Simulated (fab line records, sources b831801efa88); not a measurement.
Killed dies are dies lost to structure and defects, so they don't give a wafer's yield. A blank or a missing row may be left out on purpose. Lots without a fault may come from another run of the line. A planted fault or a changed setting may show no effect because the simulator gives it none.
Which tool did it? | flow sky130 | 13 lots, 39 wafers sampled, at 4 steps of a route of 708

WHAT THE GAUGES READ, wafer by wafer
SKY_VT_ADJUST_HVTP_TW_MEAS_11.
lot  | measured     | on            | VT_ADJUST_HVTP_TW
L869 | day 6 04:29  | film_metro-01 | 1378 1372 1376
L871 | day 6 16:06  | film_metro-03 | 1363 1364 1358
L873 | day 7 03:20  | film_metro-01 | 1369 1376 1373
L875 | day 7 16:50  | film_metro-01 | 1390 1379 1383
L878 | day 8 14:44  | film_metro-04 | 1350 1349 1363
L880 | day 9 06:14  | film_metro-03 | 1360 1365 1362
L881 | day 9 07:08  | film_metro-04 | 1352 1358 1354
L882 | day 9 13:52  | film_metro-03 | 1374 1366 1368
L886 | day 10 13:18 | film_metro-01 | 1384 1385 1387
L887 | day 11 00:42 | film_metro-01 | 1370 1371 1373
L889 | day 11 08:47 | film_metro-03 | 1350 1347 1338
L890 | day 11 12:52 | film_metro-04 | 1350 1357 1349
L891 | day 11 19:34 | film_metro-04 | 1355 1348 1352

SKY_VT_ADJUST_NCORE_CD_MEAS_07: target cd 380 nm.
lot  | measured     | on        | cd_nm (nm)
L869 | day 8 17:44  | cd_sem-02 | 379.8 382.6 380.0
L871 | day 9 04:53  | cd_sem-02 | 381.1 380.8 383.0
L873 | day 9 17:04  | cd_sem-02 | 379.8 379.2 378.1
L875 | day 10 09:08 | cd_sem-02 | 377.1 376.8 374.8
L878 | day 11 09:01 | cd_sem-01 | 380.8 380.7 381.5
L880 | day 12 02:49 | cd_sem-02 | 381.9 381.1 380.6
L881 | day 12 03:33 | cd_sem-01 | 380.8 378.5 380.6
L882 | day 12 10:52 | cd_sem-02 | 383.1 381.1 381.6
L886 | day 13 12:34 | cd_sem-02 | 379.6 380.5 382.0
L887 | day 14 00:31 | cd_sem-02 | 379.3 379.7 377.6
L889 | day 14 09:02 | cd_sem-01 | 383.4 381.2 380.6
L890 | day 14 15:00 | cd_sem-01 | 376.2 375.9 379.0
L891 | day 14 21:36 | cd_sem-01 | 378.5 380.7 380.6

SKY_POLY_GATE_THK_MEAS_01.
lot  | measured     | on            | POLY_GATE_CVD_00_THK (nm)
L869 | day 14 13:50 | film_metro-04 | 180.9 181.3 182.9
L871 | day 14 19:18 | film_metro-01 | 180.5 179.5 181.2
L873 | day 15 04:26 | film_metro-03 | 180.5 180.0 181.6
L875 | day 16 03:17 | film_metro-03 | 181.2 179.6 178.5
L878 | day 17 04:12 | film_metro-01 | 177.6 177.9 177.2
L880 | day 18 03:34 | film_metro-01 | 179.6 180.2 179.4
L881 | day 18 07:53 | film_metro-04 | 178.8 180.9 181.4
L882 | day 18 20:49 | film_metro-04 | 176.3 176.5 176.9
L886 | day 19 20:27 | film_metro-04 | 179.6 178.8 178.5
L887 | day 20 15:23 | film_metro-03 | 180.2 179.6 180.7
L889 | day 21 01:46 | film_metro-01 | 181.7 181.3 181.4
L890 | day 21 03:18 | film_metro-03 | 178.9 178.9 180.5
L891 | day 21 14:08 | film_metro-01 | 182.3 180.9 182.7

WHICH TOOL RAN EACH LOT (tool, then ch and the chambers of the sampled wafers, then the start)
lot  | SKY_FIELD_ISO_STRIP_16
L869 | plasma_asher-01 ch 0,1, day 2 08:00
L871 | plasma_asher-01 ch 0,1, day 2 16:27
L873 | plasma_asher-02 ch 0,1, day 3 03:12
L875 | plasma_asher-01 ch 0,1, day 3 12:17
L878 | plasma_asher-02 ch 0,1, day 4 06:08
L880 | plasma_asher-02 ch 0,1, day 4 19:56
L881 | plasma_asher-02 ch 0,1, day 4 21:01
L882 | plasma_asher-04 ch 0,1, day 5 00:29
L886 | plasma_asher-01 ch 0,1, day 5 20:42
L887 | plasma_asher-04 ch 0,1, day 6 06:39
L889 | plasma_asher-01 ch 0,1, day 6 15:11
L890 | plasma_asher-01 ch 0, day 6 17:35
L891 | plasma_asher-04 ch 0,1, day 6 23:21
- SKY_FIELD_ISO_STRIP_16: strips in O2/N2.

WHAT THE TOOLS THEMSELVES READ (means of the sampled wafers that have a number; where no wafer has one, the mark that the record gives instead)
SKY_FIELD_ISO_STRIP_16.
lot  | tool            | drypump_motor_current_A (A) | oes_product_au (a.u.) | strip_time_to_endpoint_s (s)
L869 | plasma_asher-01 | 6.1                         | 0.379                 | 3.48
L871 | plasma_asher-01 | 6.1                         | 0.374                 | 3.50
L873 | plasma_asher-02 | 4.9                         | 0.382                 | 3.52
L875 | plasma_asher-01 | 6.1                         | 0.379                 | 3.54
L878 | plasma_asher-02 | 4.9                         | 0.378                 | 3.50
L880 | plasma_asher-02 | 4.9                         | 0.379                 | 3.51
L881 | plasma_asher-02 | 4.8                         | 0.377                 | 3.51
L882 | plasma_asher-04 | 5.3                         | 0.379                 | 3.55
L886 | plasma_asher-01 | 6.1                         | 0.378                 | 3.53
L887 | plasma_asher-04 | 5.2                         | 0.375                 | 3.49
L889 | plasma_asher-01 | 6.1                         | 0.377                 | 3.50
L890 | plasma_asher-01 | 6.2                         | 0.381                 | 3.52
L891 | plasma_asher-04 | 5.3                         | 0.373                 | 3.50

THE ANSWER, worked out from the rows above alone
Rule: what is usual is taken from the lots themselves. Put in order of their means at a reading, lots are off if they are a third of the lots or fewer, leave a main group of 4 or more, and stand apart from it by a gap of 3 or more times the standard deviation of the main group's means; of several such gaps the widest counts. A main group whose means are all the same, to the digits that the tables above print for the reading, isn't used. A lot without any number at a reading at which 4 lots or more have one is off too. The other lots that the step has rows for count as sound. The gauges are gone through in route order, then the tools' own readings, and for those a lot's mean is taken as printed above. The first step at which some lot is off is used, and at that step the reading that is off furthest; a lot without a number counts as furthest.
No lot is off at any reading shown: from this, nothing can be told.

WHAT THE SIMULATOR HAD PUT IN
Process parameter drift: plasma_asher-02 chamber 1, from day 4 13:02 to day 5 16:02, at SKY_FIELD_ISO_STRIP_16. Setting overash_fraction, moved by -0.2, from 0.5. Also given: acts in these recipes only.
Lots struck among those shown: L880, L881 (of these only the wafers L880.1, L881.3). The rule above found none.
